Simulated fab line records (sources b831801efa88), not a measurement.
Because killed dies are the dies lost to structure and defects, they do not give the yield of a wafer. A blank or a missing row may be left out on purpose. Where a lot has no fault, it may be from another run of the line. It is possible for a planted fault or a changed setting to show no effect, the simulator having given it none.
The tool behind it: which one?    flow gf180mcu    39 wafers from 13 lots sampled at 5 of the route's 602 steps

WHAT THE GAUGES READ, wafer by wafer
GF_MVSD_TW_MEAS_11. Usual: MVSD_TW typically reads 1575, with standard deviation 15.
lot   measured     on             MVSD_TW         flag
L169  day 4 15:11  film-metro-02  1583 1583 1577  
L170  day 4 19:31  film-metro-02  1580 1572 1576  
L171  day 5 00:18  film-metro-03  1565 1560 1565  
L174  day 5 14:36  film-metro-02  1570 1571 1567  
L175  day 5 20:11  film-metro-01  1590 1602 1592  
L176  day 6 02:32  film-metro-03  1567 1565 1556  
L180  day 7 00:57  film-metro-03  1549 1567 1561  
L181  day 7 06:19  film-metro-02  1574 1568 1570  
L182  day 7 10:03  film-metro-03  1559 1557 1558  
L187  day 8 22:51  film-metro-03  1560 1555 1555  
L188  day 9 11:04  film-metro-01  1602 1593 1605  
L190  day 9 13:51  film-metro-03  1561 1554 1551  
L191  day 9 18:53  film-metro-01  1590 1598 1603  

GF_VT_IMPLANT_RS_MEAS_48: measures by four-point-probe. Usual: LVPWELL_RS typically reads 1196.6 ohm/sq, with standard deviation 2.9.
lot   measured      on             LVPWELL_RS (ohm/sq)   flag
L169  day 7 16:03   film-metro-01  1193.8 1195.2 1197.6  
L170  day 7 20:40   film-metro-01  1192.8 1194.8 1197.0  
L171  day 8 02:47   film-metro-01  1200.2 1194.3 1192.4  
L174  day 8 19:06   film-metro-02  1201.3 1196.8 1203.2  
L175  day 9 02:05   film-metro-02  1192.3 1198.2 1198.9  
L176  day 9 10:22   film-metro-01  1196.2 1195.6 1194.6  
L180  day 10 13:01  film-metro-03  1260.8 1258.9 1262.0  OFF
L181  day 10 17:52  film-metro-01  1197.8 1194.2 1198.2  
L182  day 10 23:28  film-metro-01  1265.4 1263.5 1263.2  OFF
L187  day 12 18:17  film-metro-03  1196.4 1199.7 1198.6  
L188  day 13 08:25  film-metro-02  1196.3 1194.3 1199.3  
L190  day 13 11:55  film-metro-03  1197.1 1193.6 1192.9  
L191  day 13 17:25  film-metro-02  1202.5 1198.2 1198.5  

GF_HV_LDD_TW_MEAS_11. Usual: HV_LDD_TW typically reads 2422, with standard deviation 20.
lot   measured      on             HV_LDD_TW       flag
L169  day 10 02:05  film-metro-02  2418 2420 2430  
L170  day 10 08:08  film-metro-02  2417 2422 2420  
L171  day 10 14:38  film-metro-03  2405 2402 2410  
L174  day 11 09:33  film-metro-02  2423 2429 2416  
L175  day 11 15:32  film-metro-03  2387 2387 2396  
L176  day 12 01:13  film-metro-01  2439 2451 2440  
L180  day 13 08:08  film-metro-01  2425 2437 2446  
L181  day 13 13:10  film-metro-01  2437 2432 2429  
L182  day 13 16:58  film-metro-02  2432 2446 2429  
L187  day 15 15:53  film-metro-03  2394 2384 2384  
L188  day 16 08:23  film-metro-02  2421 2422 2416  
L190  day 16 10:35  film-metro-03  2388 2397 2393  
L191  day 16 18:53  film-metro-01  2440 2454 2443  

TOOL THAT RAN EACH LOT (tool first, then ch and the chambers of the sampled wafers, then the start)
lot   GF_LVPWELL_IMPLANT_08           GF_POLY_GATE_ETCH_13
L169  implanter-04 ch 0, day 4 01:09  rie-si-01 ch 1,2,3, day 9 06:35
L170  implanter-01 ch 0, day 4 04:53  rie-si-01 ch 1,2,3, day 9 12:26
L171  implanter-04 ch 0, day 4 10:15  rie-si-01 ch 0,1, day 9 18:35
L174  implanter-01 ch 0, day 5 00:18  rie-si-02 ch 0,1, day 10 12:53
L175  implanter-03 ch 0, day 5 05:39  rie-si-02 ch 0,1,3, day 10 18:40
L176  implanter-03 ch 0, day 5 11:21  rie-si-01 ch 0,3, day 11 04:02
L180  implanter-03 ch 0, day 6 10:05  rie-si-02 ch 1,3, day 12 10:11
L181  implanter-01 ch 0, day 6 15:09  rie-si-01 ch 0,2,3, day 12 16:08
L182  implanter-03 ch 0, day 6 18:00  rie-si-02 ch 2,3, day 12 18:28
L187  implanter-01 ch 0, day 8 05:25  rie-si-02 ch 1,2, day 14 16:16
L188  implanter-04 ch 0, day 8 17:45  rie-si-02 ch 0,1, day 15 08:05
L190  implanter-04 ch 0, day 8 19:43  rie-si-02 ch 0,2, day 15 11:07
L191  implanter-03 ch 0, day 9 00:27  rie-si-01 ch 2,3, day 15 18:38
- GF_LVPWELL_IMPLANT_08
- GF_POLY_GATE_ETCH_13: etches poly-Si in HBr/Cl2, stops on SiO2, target depth 198.5 nm, time 69.6 s.

AS READ BY THE TOOLS THEMSELVES (means over the sampled wafers that have a number; for cases with no such wafer, the mark the record gives instead)
GF_LVPWELL_IMPLANT_08. Usual: dose-ions-cm2 1.5001e+13, standard deviation 1.5e+10; faraday-current-uA 84.8, standard deviation 1.7.
lot   tool          dose-ions-cm2  faraday-current-uA  flag
L169  implanter-04  1.4995e+13     84.8                
L170  implanter-01  1.5019e+13     85.4                
L171  implanter-04  1.4986e+13     84.7                
L174  implanter-01  1.5014e+13     87.0                
L175  implanter-03  1.5007e+13     84.6                
L176  implanter-03  1.5006e+13     84.7                
L180  implanter-03  1.3474e+13     74.7                OFF
L181  implanter-01  1.5016e+13     85.6                
L182  implanter-03  1.3465e+13     76.2                OFF
L187  implanter-01  1.5001e+13     84.2                
L188  implanter-04  1.4995e+13     85.2                
L190  implanter-04  1.4999e+13     85.4                
L191  implanter-03  1.4996e+13     86.1                

GF_POLY_GATE_ETCH_13. Usual: drypump-motor-current-A 5.6 A, standard deviation 0.47; oes-product-au 0.991 a.u., standard deviation 0.0064; throttle-valve-pct 33.685 %, standard deviation 0.0094.
lot   tool       drypump-motor-current-A (A)  oes-product-au (a.u.)  throttle-valve-pct (%)  flag
L169  rie-si-01  5.6                          0.995                  33.688                  
L170  rie-si-01  5.6                          0.986                  33.683                  
L171  rie-si-01  5.9                          1.000                  33.684                  
L174  rie-si-02  5.4                          0.991                  33.683                  
L175  rie-si-02  5.5                          0.984                  33.682                  
L176  rie-si-01  5.8                          0.994                  33.681                  
L180  rie-si-02  5.1                          0.987                  33.687                  
L181  rie-si-01  5.5                          0.992                  33.680                  
L182  rie-si-02  5.7                          0.992                  33.675                  
L187  rie-si-02  5.2                          0.982                  33.691                  
L188  rie-si-02  5.4                          0.993                  33.684                  
L190  rie-si-02  6.0                          0.992                  33.688                  
L191  rie-si-01  5.2                          0.997                  33.689                  

THE ANSWER, worked out from the rows above alone
Rule: lot off if the mean of its wafers having a number is beyond 3 standard deviations from the usual mean. A lot without any number at a reading at which 4 lots or more have one is off too. Any other lot the step has rows for is counted as sound. Order of review: gauges by route order, followed by the tools' own readings, for which a lot's mean as printed above is used. At the first step where some lot is off, the reading lying furthest off is the one used; lots without a number count as furthest.
Off: at GF_VT_IMPLANT_RS_MEAS_48 (LVPWELL_RS), L180, L182.
A tool fits if, at a process step before that reading, it ran every lot that is off, and no sound lot after the first of them. The gauges at GF_VT_IMPLANT_RS_MEAS_48 aren't tried: what is off there is off at GF_LVPWELL_IMPLANT_08 too, on other tools, and a gauge's error can't cause that. Of those tried, none fits.

WHAT THE SIMULATOR HAD INSERTED
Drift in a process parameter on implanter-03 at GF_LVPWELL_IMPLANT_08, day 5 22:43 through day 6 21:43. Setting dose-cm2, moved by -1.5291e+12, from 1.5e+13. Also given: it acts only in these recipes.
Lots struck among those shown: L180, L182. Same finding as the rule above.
